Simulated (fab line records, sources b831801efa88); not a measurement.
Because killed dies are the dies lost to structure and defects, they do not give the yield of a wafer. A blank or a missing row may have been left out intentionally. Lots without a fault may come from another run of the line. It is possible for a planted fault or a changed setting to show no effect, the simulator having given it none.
Matching of chambers    flow sky130    cmp-02 running SKY_VIA1_CMP_02: 4 sister chambers
The step polishes SiO2. 4 wafers are shown with their chamber, then 8 later ones without.

## WAFERS WITH THEIR CHAMBER
wafer   chamber  motor-current-A (A)
L517.5  0        12.1
L520.1  2        13.2
L520.6  1        11.7
L519.2  3        9.8

## WAFERS WITH NO CHAMBER GIVEN
wafer   motor-current-A (A)
L519.3  14.3
L519.5  14.0
L522.1  12.2
L522.2  13.8
L522.4  11.5
L523.1  11.0
L523.4  12.3
L523.5  12.0

## WHICH CHAMBER EACH WENT THROUGH
wafer   from the rows above           in truth
L519.3  can't be placed: 2 or 0       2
L519.5  can't be placed: 2 or 0       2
L522.1  can't be placed: 0 or 1 or 2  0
L522.2  can't be placed: 2 or 0       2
L522.4  can't be placed: 1 or 0       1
L523.1  can't be placed: 1 or 0 or 3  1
L523.4  can't be placed: 0 or 1 or 2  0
L523.5  can't be placed: 0 or 1 or 2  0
Placed correctly: 0 of 8. Cannot be placed on the basis of these rows: 8; the candidates contain the true chamber in 8. 0 placed wrongly.
How it was worked out, from the rows above alone: a wafer's distance from a chamber is the root of the sum, over the readings, of the square of ((its reading less the chamber's mean) divided by the reading's scatter). If the next closest chamber is less than 2 further off than the closest, the wafer can't be placed; otherwise it belongs to the closest. A chamber's mean is the mean of its shown wafers. The scatter (one wafer shown for each chamber): square how far every hidden wafer sits from the nearest shown wafer, average those squares and take the square root.
